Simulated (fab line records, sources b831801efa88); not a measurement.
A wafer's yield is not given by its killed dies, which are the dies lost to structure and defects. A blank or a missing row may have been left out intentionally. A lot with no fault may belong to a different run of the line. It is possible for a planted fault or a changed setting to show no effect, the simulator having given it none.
fab line records / flow gf180mcu / part 2 of 2: steps 30 to 37 of 37
[record] lots = 5 wafers = 15 last-day = 33
route steps=602 shown VT_IMPLANT@140 DUAL_GATE@141 POLY_GATE@157 HV_LDD@176
lots that met no fault: from a run of the same line without faults
start-h: hours from the record's first day to the start of the lot's first wafer shown / wait-h: hours since the lot's step before / " repeats the value in the row above / L1.1+2: several wafers, shown together as one row / - no value, or no start was given / * or withheld: withheld / < > ~ a bound
route shown NAME@n: a module of which the file shows steps, and the number in the route of the first / usual: average and standard deviation across the fault-free wafers / same: alike in all rows / chamber/n: place in a boat / sites: readings site by site / _std_site: standard deviation across them / _edge_site: the outer-site mean with the inner-site mean subtracted / radius-mm: for every site, how far away it sits from the centre of the wafer / mask NAME#n: copy n / behind: the last tool/chamber to shape the wafer / hold: why the lot went on hold/how many hours it stayed there/how the hold came to an end / device: names the non-switching transistor (n, p or np) / end of line: at the end of the route, the tests of the same wafers / for a step that has no rows: nothing shown but its recipe / killed: dies that structure and defects cost at the first sort, which is not the same as the wafer's yield / map: shows each die of a wafer: x if killed, . if not, _ if none is there
set.NAME: the setting as run; set.NAME@STEP: as run at that earlier step / model.NAME: the simulator's own value behind a step, which no gauge read
lots at selected steps of the route; one table per step, one row per wafer
services: a tool's chamber out of use, with start hour (start-h, from the record's first day; less than 0 if before it), hours out, and reason
[[steps]]
[step GF_POLY_GATE_ETCH_12]
[recipe] chemistry = N2/H2 target-depth-a = withheld overetch-a = withheld time-s = withheld target = BARC ion-energy-ev = 200 source-w = 500 bias-w = 100 pressure-mtorr = 30 n2-flow-sccm = 100 h2-flow-sccm = 200
[usual] chamber-pressure-mTorr = 30.00/0.032 drypump-motor-current-A = 5.8/0.46 n2-flow-sccm = 99.99/0.29 oes-product-au = 0.736/0.0044 throttle-valve-pct = 13.214/0.0097
lot.wafer=L074.1 tool=rie-diel-02 chamber=3 start-h=192.90 wait-h=0.0 chamber-pressure-mTorr=29.98 drypump-motor-current-A=5.7 n2-flow-sccm=100.20 oes-product-au=0.732 throttle-valve-pct=13.214
lot.wafer=L074.4 tool=rie-diel-02 chamber=2 start-h=192.90 wait-h=0.0 chamber-pressure-mTorr=30.00 drypump-motor-current-A=5.9 n2-flow-sccm=100.35 oes-product-au=0.736 throttle-valve-pct=13.203
lot.wafer=L074.6 tool=rie-diel-02 chamber=0 start-h=192.90 wait-h=0.0 chamber-pressure-mTorr=30.00 drypump-motor-current-A=6.1 n2-flow-sccm=99.85 oes-product-au=0.740 throttle-valve-pct=13.194
lot.wafer=L076.2 tool=rie-diel-02 chamber=3 start-h=211.43 wait-h=0.0 chamber-pressure-mTorr=30.04 drypump-motor-current-A=5.7 n2-flow-sccm=100.07 oes-product-au=0.734 throttle-valve-pct=13.199
lot.wafer=L076.5 tool=rie-diel-02 chamber=3 start-h=211.43 wait-h=0.0 chamber-pressure-mTorr=30.05 drypump-motor-current-A=5.7 n2-flow-sccm=100.14 oes-product-au=0.736 throttle-valve-pct=13.201
lot.wafer=L076.6 tool=rie-diel-02 chamber=0 start-h=211.43 wait-h=0.0 chamber-pressure-mTorr=30.02 drypump-motor-current-A=6.2 n2-flow-sccm=99.58 oes-product-au=0.740 throttle-valve-pct=13.223
lot.wafer=L078.1 tool=rie-diel-01 chamber=0 start-h=217.85 wait-h=0.0 chamber-pressure-mTorr=29.98 drypump-motor-current-A=6.0 n2-flow-sccm=100.51 oes-product-au=0.732 throttle-valve-pct=13.207
lot.wafer=L078.2 tool=rie-diel-01 chamber=3 start-h=217.85 wait-h=0.0 chamber-pressure-mTorr=30.04 drypump-motor-current-A=5.3 n2-flow-sccm=99.84 oes-product-au=0.738 throttle-valve-pct=13.214
lot.wafer=L078.5 tool=rie-diel-01 chamber=2 start-h=217.85 wait-h=0.0 chamber-pressure-mTorr=30.03 drypump-motor-current-A=6.7 n2-flow-sccm=99.57 oes-product-au=0.730 throttle-valve-pct=13.209
lot.wafer=L080.1 tool=rie-diel-04 chamber=2 start-h=234.91 wait-h=0.0 chamber-pressure-mTorr=30.03 drypump-motor-current-A=6.1 n2-flow-sccm=99.82 oes-product-au=0.742 throttle-valve-pct=13.219
lot.wafer=L080.2 tool=rie-diel-04 chamber=0 start-h=234.91 wait-h=0.0 chamber-pressure-mTorr=30.00 drypump-motor-current-A=5.4 n2-flow-sccm=100.23 oes-product-au=0.733 throttle-valve-pct=13.222
lot.wafer=L080.4 tool=rie-diel-04 chamber=3 start-h=234.91 wait-h=0.0 chamber-pressure-mTorr=30.01 drypump-motor-current-A=5.0 n2-flow-sccm=99.85 oes-product-au=0.730 throttle-valve-pct=13.218
lot.wafer=L092.3 tool=rie-diel-01 chamber=2 start-h=325.36 wait-h=0.0 chamber-pressure-mTorr=29.97 drypump-motor-current-A=6.6 n2-flow-sccm=99.90 oes-product-au=0.727 throttle-valve-pct=13.207
lot.wafer=L092.4 tool=rie-diel-01 chamber=3 start-h=325.36 wait-h=0.0 chamber-pressure-mTorr=30.04 drypump-motor-current-A=5.3 n2-flow-sccm=100.25 oes-product-au=0.736 throttle-valve-pct=13.222
lot.wafer=L092.5 tool=rie-diel-01 chamber=0 start-h=325.36 wait-h=0.0 chamber-pressure-mTorr=29.97 drypump-motor-current-A=6.1 n2-flow-sccm=99.51 oes-product-au=0.737 throttle-valve-pct=13.194
[step GF_POLY_GATE_ETCH_13]
[recipe] target = poly-Si target-depth-nm = 198.5 stop-on = SiO2 over-etch-frac = 0.403 chemistry = HBr/Cl2 icp-w = 400 bias-w = 100 pressure-mtorr = 10 HBr_flow_sccm = 150 Cl2_flow_sccm = 50 time-s = 69.6
[usual] chamber-pressure-mTorr = 10.001/0.0092 drypump-motor-current-A = 5.6/0.53 oes-product-au = 0.980/0.0082 throttle-valve-pct = 33.685/0.0083
[same] over-etch-frac = 0.403
lot.wafer=L074.1 tool=rie-si-01 chamber=2 start-h=192.95 wait-h=- chamber-pressure-mTorr=10.001 drypump-motor-current-A=5.8 oes-product-au=0.994 rf-hours-counter-h=51 throttle-valve-pct=33.700
lot.wafer=L074.4 tool=rie-si-01 chamber=3 start-h=192.95 wait-h=- chamber-pressure-mTorr=9.976 drypump-motor-current-A=5.8 oes-product-au=0.992 rf-hours-counter-h=66 throttle-valve-pct=33.694
lot.wafer=L074.6 tool=rie-si-01 chamber=3 start-h=192.95 wait-h=- chamber-pressure-mTorr=9.992 drypump-motor-current-A=5.8 oes-product-au=1.000 rf-hours-counter-h=- throttle-valve-pct=33.686
lot.wafer=L076.2 tool=rie-si-01 chamber=3 start-h=211.49 wait-h=- chamber-pressure-mTorr=10.008 drypump-motor-current-A=5.8 oes-product-au=0.983 rf-hours-counter-h=66 throttle-valve-pct=33.682
lot.wafer=L076.5 tool=rie-si-01 chamber=0 start-h=211.49 wait-h=- chamber-pressure-mTorr=9.998 drypump-motor-current-A=5.4 oes-product-au=0.968 rf-hours-counter-h=- throttle-valve-pct=33.704
lot.wafer=L076.6 tool=rie-si-01 chamber=3 start-h=211.49 wait-h=- chamber-pressure-mTorr=10.019 drypump-motor-current-A=5.8 oes-product-au=0.990 rf-hours-counter-h=- throttle-valve-pct=33.685
lot.wafer=L078.1 tool=rie-si-02 chamber=1 start-h=217.90 wait-h=- chamber-pressure-mTorr=10.008 drypump-motor-current-A=5.2 oes-product-au=0.976 rf-hours-counter-h=43 throttle-valve-pct=33.679
lot.wafer=L078.2 tool=rie-si-02 chamber=2 start-h=217.90 wait-h=- chamber-pressure-mTorr=9.990 drypump-motor-current-A=4.9 oes-product-au=0.986 rf-hours-counter-h=0 throttle-valve-pct=33.677
lot.wafer=L078.5 tool=rie-si-02 chamber=3 start-h=217.90 wait-h=- chamber-pressure-mTorr=10.015 drypump-motor-current-A=5.0 oes-product-au=0.975 rf-hours-counter-h=- throttle-valve-pct=33.672
lot.wafer=L080.1 tool=rie-si-01 chamber=0 start-h=234.96 wait-h=- chamber-pressure-mTorr=9.997 drypump-motor-current-A=5.4 oes-product-au=0.968 rf-hours-counter-h=1 throttle-valve-pct=33.687
lot.wafer=L080.2 tool=rie-si-01 chamber=2 start-h=234.96 wait-h=- chamber-pressure-mTorr=9.999 drypump-motor-current-A=5.8 oes-product-au=0.974 rf-hours-counter-h=52 throttle-valve-pct=33.685
lot.wafer=L080.4 tool=rie-si-01 chamber=1 start-h=234.96 wait-h=- chamber-pressure-mTorr=10.023 drypump-motor-current-A=6.6 oes-product-au=0.978 rf-hours-counter-h=1 throttle-valve-pct=33.683
lot.wafer=L092.3 tool=rie-si-02 chamber=3 start-h=325.41 wait-h=- chamber-pressure-mTorr=10.008 drypump-motor-current-A=5.0 oes-product-au=0.980 rf-hours-counter-h=4 throttle-valve-pct=33.674
lot.wafer=L092.4 tool=rie-si-02 chamber=2 start-h=325.41 wait-h=- chamber-pressure-mTorr=9.996 drypump-motor-current-A=4.9 oes-product-au=0.985 rf-hours-counter-h=2 throttle-valve-pct=33.681
lot.wafer=L092.5 tool=rie-si-02 chamber=2 start-h=325.41 wait-h=- chamber-pressure-mTorr=9.988 drypump-motor-current-A=4.9 oes-product-au=0.986 rf-hours-counter-h=- throttle-valve-pct=33.697
[step GF_POLY_GATE_STRIP_14]
[recipe] chemistry = O2/N2 power-w = 1400 pressure-mtorr = 1500 platen-temp-c = 250 o2-flow-sccm = 3000 n2-flow-sccm = 300 overash-fraction = 0.5
[usual] chamber-pressure-mTorr = 1500.1/1.3 drypump-motor-current-A = 6.0/0.45 heater-power-w = 318/17 n2-flow-sccm = 299.9/0.96 oes-product-au = 0.505/0.0048
[same] overash-fraction = 0.5
lot.wafer=L074.1 tool=plasma-asher-02 chamber=1 start-h=193.01 wait-h=0.0 chamber-pressure-mTorr=1499.6 drypump-motor-current-A=6.5 heater-power-w=305 n2-flow-sccm=300.5 oes-product-au=0.502 rf-hours-counter-h=53
lot.wafer=L074.4 tool=plasma-asher-02 chamber=0 start-h=193.01 wait-h=0.0 chamber-pressure-mTorr=1499.2 drypump-motor-current-A=5.7 heater-power-w=315 n2-flow-sccm=300.6 oes-product-au=0.504 rf-hours-counter-h=-
lot.wafer=L074.6 tool=plasma-asher-02 chamber=0 start-h=193.01 wait-h=0.0 chamber-pressure-mTorr=1501.1 drypump-motor-current-A=5.7 heater-power-w=313 n2-flow-sccm=302.5 oes-product-au=0.494 rf-hours-counter-h=-
lot.wafer=L076.2 tool=plasma-asher-01 chamber=0 start-h=211.54 wait-h=0.0 chamber-pressure-mTorr=1497.2 drypump-motor-current-A=5.8 heater-power-w=317 n2-flow-sccm=300.1 oes-product-au=0.501 rf-hours-counter-h=58
lot.wafer=L076.5 tool=plasma-asher-01 chamber=0 start-h=211.54 wait-h=0.0 chamber-pressure-mTorr=1498.2 drypump-motor-current-A=5.7 heater-power-w=314 n2-flow-sccm=300.2 oes-product-au=0.506 rf-hours-counter-h=-
lot.wafer=L076.6 tool=plasma-asher-01 chamber=1 start-h=211.54 wait-h=0.0 chamber-pressure-mTorr=1501.3 drypump-motor-current-A=5.3 heater-power-w=340 n2-flow-sccm=302.0 oes-product-au=0.499 rf-hours-counter-h=-
lot.wafer=L078.1 tool=plasma-asher-02 chamber=1 start-h=217.96 wait-h=0.0 chamber-pressure-mTorr=1500.3 drypump-motor-current-A=6.5 heater-power-w=305 n2-flow-sccm=299.6 oes-product-au=0.516 rf-hours-counter-h=55
lot.wafer=L078.2 tool=plasma-asher-02 chamber=0 start-h=217.96 wait-h=0.0 chamber-pressure-mTorr=1497.4 drypump-motor-current-A=5.7 heater-power-w=312 n2-flow-sccm=300.9 oes-product-au=0.496 rf-hours-counter-h=55
lot.wafer=L078.5 tool=plasma-asher-02 chamber=0 start-h=217.96 wait-h=0.0 chamber-pressure-mTorr=1500.2 drypump-motor-current-A=5.7 heater-power-w=320 n2-flow-sccm=300.2 oes-product-au=0.505 rf-hours-counter-h=-
lot.wafer=L080.1 tool=plasma-asher-02 chamber=0 start-h=235.01 wait-h=0.0 chamber-pressure-mTorr=1498.3 drypump-motor-current-A=5.7 heater-power-w=310 n2-flow-sccm=299.7 oes-product-au=0.501 rf-hours-counter-h=57
lot.wafer=L080.2 tool=plasma-asher-02 chamber=1 start-h=235.01 wait-h=0.0 chamber-pressure-mTorr=1500.4 drypump-motor-current-A=6.5 heater-power-w=308 n2-flow-sccm=299.4 oes-product-au=0.504 rf-hours-counter-h=57
lot.wafer=L080.4 tool=plasma-asher-02 chamber=0 start-h=235.01 wait-h=0.0 chamber-pressure-mTorr=1500.7 drypump-motor-current-A=5.7 heater-power-w=307 n2-flow-sccm=299.8 oes-product-au=0.506 rf-hours-counter-h=-
lot.wafer=L092.3 tool=plasma-asher-02 chamber=1 start-h=325.50 wait-h=0.1 chamber-pressure-mTorr=1499.2 drypump-motor-current-A=6.5 heater-power-w=304 n2-flow-sccm=300.0 oes-product-au=0.502 rf-hours-counter-h=-
lot.wafer=L092.4 tool=plasma-asher-02 chamber=0 start-h=325.50 wait-h=0.1 chamber-pressure-mTorr=1499.3 drypump-motor-current-A=5.7 heater-power-w=308 n2-flow-sccm=299.2 oes-product-au=0.505 rf-hours-counter-h=-
lot.wafer=L092.5 tool=plasma-asher-02 chamber=1 start-h=325.50 wait-h=0.1 chamber-pressure-mTorr=1501.6 drypump-motor-current-A=6.4 heater-power-w=311 n2-flow-sccm=299.7 oes-product-au=0.508 rf-hours-counter-h=-
[step GF_POLY_GATE_CLEAN_15]
[recipe] chemistry = SC1/SC2 mix = 1:4:20 temp-c = 70 time-s = 150 dry = n2-spin
lot.wafer=L074.1+4+6 tool=wet-bench-04 chamber=2 start-h=193.11 wait-h=0.1
lot.wafer=L076.2+5+6 tool=wet-bench-01 chamber=3 start-h=211.64 wait-h=0.1
lot.wafer=L078.1+2+5 tool=wet-bench-02 chamber=3 start-h=218.06 wait-h=0.1
lot.wafer=L080.1+2+4 tool=wet-bench-02 chamber=3 start-h=235.11 wait-h=0.1
lot.wafer=L092.3+4+5 tool=wet-bench-04 chamber=0 start-h=325.56 wait-h=0.0
[step GF_POLY_GATE_OXIDATION_16]
[recipe] temp-c = 850 ambient = O2 stabilise-s = 600 purge-s = 300 target-thk-a = 40 ox-time-s = 899
[usual] ox-temp-c = 849.9/0.35 spike-tc-centre-C = 849.5/1.5
lot.wafer=L074.1 tool=furnace-02 chamber=0 start-h=193.17 wait-h=0.0 ox-temp-c=849.3 spike-tc-centre-C=851.1
lot.wafer=L074.4 tool=furnace-02 chamber=0 start-h=193.17 wait-h=0.0 ox-temp-c=850.0 spike-tc-centre-C=851.9
lot.wafer=L074.6 tool=furnace-02 chamber=0 start-h=193.17 wait-h=0.0 ox-temp-c=849.5 spike-tc-centre-C=850.1
lot.wafer=L076.2 tool=furnace-01 chamber=0 start-h=211.69 wait-h=0.0 ox-temp-c=850.0 spike-tc-centre-C=850.5
lot.wafer=L076.5 tool=furnace-01 chamber=0 start-h=211.69 wait-h=0.0 ox-temp-c=850.2 spike-tc-centre-C=850.1
lot.wafer=L076.6 tool=furnace-01 chamber=0 start-h=211.69 wait-h=0.0 ox-temp-c=850.1 spike-tc-centre-C=848.1
lot.wafer=L078.1 tool=furnace-02 chamber=0 start-h=219.04 wait-h=0.9 ox-temp-c=849.8 spike-tc-centre-C=851.1
lot.wafer=L078.2 tool=furnace-02 chamber=0 start-h=219.04 wait-h=0.9 ox-temp-c=849.4 spike-tc-centre-C=851.1
lot.wafer=L078.5 tool=furnace-02 chamber=0 start-h=219.04 wait-h=0.9 ox-temp-c=849.9 spike-tc-centre-C=851.2
lot.wafer=L080.1 tool=furnace-01 chamber=0 start-h=236.56 wait-h=1.4 ox-temp-c=849.9 spike-tc-centre-C=849.7
lot.wafer=L080.2 tool=furnace-01 chamber=0 start-h=236.56 wait-h=1.4 ox-temp-c=850.3 spike-tc-centre-C=848.6
lot.wafer=L080.4 tool=furnace-01 chamber=0 start-h=236.56 wait-h=1.4 ox-temp-c=850.5 spike-tc-centre-C=850.5
lot.wafer=L092.3 tool=furnace-02 chamber=0 start-h=326.16 wait-h=0.5 ox-temp-c=850.1 spike-tc-centre-C=850.4
lot.wafer=L092.4 tool=furnace-02 chamber=0 start-h=326.16 wait-h=0.5 ox-temp-c=850.0 spike-tc-centre-C=852.0
lot.wafer=L092.5 tool=furnace-02 chamber=0 start-h=326.16 wait-h=0.5 ox-temp-c=849.9 spike-tc-centre-C=852.3
[step GF_POLY_GATE_THK_MEAS_17]
[recipe] reads = SiO2_of_POLY_GATE_OXIDATION_16
[usual] POLY_GATE_OXIDATION_THK = 3.99/0.076
lot.wafer=L074.1 tool=film-metro-03 chamber=- start-h=194.42 wait-h=0.0 POLY_GATE_OXIDATION_THK[nm]=3.89
lot.wafer=L074.4 tool=film-metro-03 chamber=- start-h=194.42 wait-h=0.0 POLY_GATE_OXIDATION_THK[nm]=3.93
lot.wafer=L074.6 tool=film-metro-03 chamber=- start-h=194.42 wait-h=0.0 POLY_GATE_OXIDATION_THK[nm]=3.97
lot.wafer=L076.2 tool=film-metro-03 chamber=- start-h=212.95 wait-h=0.0 POLY_GATE_OXIDATION_THK[nm]=3.87
lot.wafer=L076.5 tool=film-metro-03 chamber=- start-h=212.95 wait-h=0.0 POLY_GATE_OXIDATION_THK[nm]=3.96
lot.wafer=L076.6 tool=film-metro-03 chamber=- start-h=212.95 wait-h=0.0 POLY_GATE_OXIDATION_THK[nm]=3.87
lot.wafer=L078.1 tool=film-metro-02 chamber=- start-h=220.29 wait-h=0.0 POLY_GATE_OXIDATION_THK[nm]=4.04
lot.wafer=L078.2 tool=film-metro-02 chamber=- start-h=220.29 wait-h=0.0 POLY_GATE_OXIDATION_THK[nm]=4.06
lot.wafer=L078.5 tool=film-metro-02 chamber=- start-h=220.29 wait-h=0.0 POLY_GATE_OXIDATION_THK[nm]=4.09
lot.wafer=L080.1 tool=film-metro-04 chamber=- start-h=237.81 wait-h=0.0 POLY_GATE_OXIDATION_THK[nm]=3.98
lot.wafer=L080.2 tool=film-metro-04 chamber=- start-h=237.81 wait-h=0.0 POLY_GATE_OXIDATION_THK[nm]=3.90
lot.wafer=L080.4 tool=film-metro-04 chamber=- start-h=237.81 wait-h=0.0 POLY_GATE_OXIDATION_THK[nm]=3.95
lot.wafer=L092.3 tool=film-metro-02 chamber=- start-h=327.43 wait-h=0.0 POLY_GATE_OXIDATION_THK[nm]=4.07
lot.wafer=L092.4 tool=film-metro-02 chamber=- start-h=327.43 wait-h=0.0 POLY_GATE_OXIDATION_THK[nm]=4.09
lot.wafer=L092.5 tool=film-metro-02 chamber=- start-h=327.43 wait-h=0.0 POLY_GATE_OXIDATION_THK[nm]=4.06
[step GF_POLY_GATE_CD_MEAS_18]
[usual] cd-nm = 279.7/1.7
lot.wafer=L074.1 tool=cd-sem-01 chamber=- start-h=194.48 wait-h=0.1 cd-nm=279.0
lot.wafer=L074.4 tool=cd-sem-01 chamber=- start-h=194.48 wait-h=0.1 cd-nm=277.9
lot.wafer=L074.6 tool=cd-sem-01 chamber=- start-h=194.48 wait-h=0.1 cd-nm=276.6
lot.wafer=L076.2 tool=cd-sem-01 chamber=- start-h=213.03 wait-h=0.1 cd-nm=278.0
lot.wafer=L076.5 tool=cd-sem-01 chamber=- start-h=213.03 wait-h=0.1 cd-nm=279.6
lot.wafer=L076.6 tool=cd-sem-01 chamber=- start-h=213.03 wait-h=0.1 cd-nm=278.1
lot.wafer=L078.1 tool=cd-sem-01 chamber=- start-h=220.35 wait-h=0.1 cd-nm=281.1
lot.wafer=L078.2 tool=cd-sem-01 chamber=- start-h=220.35 wait-h=0.1 cd-nm=281.6
lot.wafer=L078.5 tool=cd-sem-01 chamber=- start-h=220.35 wait-h=0.1 cd-nm=279.3
lot.wafer=L080.1 tool=cd-sem-01 chamber=- start-h=237.87 wait-h=0.1 cd-nm=280.6
lot.wafer=L080.2 tool=cd-sem-01 chamber=- start-h=237.87 wait-h=0.1 cd-nm=280.2
lot.wafer=L080.4 tool=cd-sem-01 chamber=- start-h=237.87 wait-h=0.1 cd-nm=279.9
lot.wafer=L092.3 tool=cd-sem-02 chamber=- start-h=327.53 wait-h=0.1 cd-nm=281.3
lot.wafer=L092.4 tool=cd-sem-02 chamber=- start-h=327.53 wait-h=0.1 cd-nm=280.3
lot.wafer=L092.5 tool=cd-sem-02 chamber=- start-h=327.53 wait-h=0.1 cd-nm=280.7
[step GF_HV_LDD_DEHYDRATE_00]
[recipe] temp-c = 200 time-s = 60
[usual] heater-power-total-W = 160.38/0.12
lot.wafer=L074.1 tool=litho-track-01 chamber=0 start-h=202.58 wait-h=8.1 heater-power-total-W=160.47
lot.wafer=L074.4 tool=litho-track-01 chamber=0 start-h=202.58 wait-h=8.1 heater-power-total-W=160.51
lot.wafer=L074.6 tool=litho-track-01 chamber=0 start-h=202.58 wait-h=8.1 heater-power-total-W=160.57
lot.wafer=L076.2 tool=litho-track-04 chamber=0 start-h=221.37 wait-h=8.3 heater-power-total-W=160.43
lot.wafer=L076.5 tool=litho-track-04 chamber=0 start-h=221.37 wait-h=8.3 heater-power-total-W=160.39
lot.wafer=L076.6 tool=litho-track-04 chamber=0 start-h=221.37 wait-h=8.3 heater-power-total-W=160.47
lot.wafer=L078.1 tool=litho-track-01 chamber=0 start-h=228.78 wait-h=8.4 heater-power-total-W=160.28
lot.wafer=L078.2 tool=litho-track-01 chamber=0 start-h=228.78 wait-h=8.4 heater-power-total-W=160.32
lot.wafer=L078.5 tool=litho-track-01 chamber=0 start-h=228.78 wait-h=8.4 heater-power-total-W=160.22
lot.wafer=L080.1 tool=litho-track-02 chamber=0 start-h=246.35 wait-h=8.5 heater-power-total-W=160.36
lot.wafer=L080.2 tool=litho-track-02 chamber=0 start-h=246.35 wait-h=8.5 heater-power-total-W=160.32
lot.wafer=L080.4 tool=litho-track-02 chamber=0 start-h=246.35 wait-h=8.5 heater-power-total-W=160.40
lot.wafer=L092.3 tool=litho-track-04 chamber=0 start-h=337.19 wait-h=9.6 heater-power-total-W=160.60
lot.wafer=L092.4 tool=litho-track-04 chamber=0 start-h=337.19 wait-h=9.6 heater-power-total-W=160.48
lot.wafer=L092.5 tool=litho-track-04 chamber=0 start-h=337.19 wait-h=9.6 heater-power-total-W=160.34
[[services]]
tool=iline-stepper-01 chamber=- start-h=151.23 hours=6.1 kind=repair
tool=furnace-02 chamber=- start-h=157.47 hours=4.5 kind=pm
tool=wet-bench-04 chamber=- start-h=160.84 hours=1.8 kind=repair
tool=krf-scanner-02 chamber=- start-h=161.30 hours=4.0 kind=pm
tool=rie-diel-01 chamber=1 start-h=162.35 hours=4.1 kind=repair
tool=krf-scanner-01 chamber=- start-h=165.32 hours=4.4 kind=pm
tool=krf-scanner-01 chamber=- start-h=169.70 hours=1.3 kind=pm
tool=krf-scanner-01 chamber=- start-h=169.90 hours=1.9 kind=repair
tool=krf-scanner-01 chamber=- start-h=171.80 hours=1.0 kind=pm
tool=krf-scanner-02 chamber=- start-h=172.80 hours=1.3 kind=pm
tool=krf-scanner-02 chamber=- start-h=174.23 hours=1.0 kind=pm
tool=krf-scanner-02 chamber=- start-h=176.30 hours=0.8 kind=pm
tool=krf-scanner-01 chamber=- start-h=216.53 hours=0.8 kind=pm
tool=rie-diel-02 chamber=3 start-h=218.57 hours=5.0 kind=repair
tool=furnace-02 chamber=- start-h=229.38 hours=5.2 kind=pm
tool=rie-diel-01 chamber=3 start-h=240.34 hours=10.7 kind=repair
tool=furnace-01 chamber=- start-h=271.51 hours=3.6 kind=pm
tool=rie-si-01 chamber=2 start-h=303.99 hours=2.8 kind=repair
tool=rie-si-01 chamber=3 start-h=306.72 hours=74.3 kind=repair
tool=iline-stepper-01 chamber=- start-h=307.97 hours=1.7 kind=pm
tool=furnace-01 chamber=- start-h=316.62 hours=5.7 kind=pm
tool=lpcvd-02 chamber=- start-h=320.26 hours=14.6 kind=pm
tool=rie-si-01 chamber=- start-h=330.71 hours=2.8 kind=pm
tool=furnace-02 chamber=- start-h=332.75 hours=44.7 kind=pm
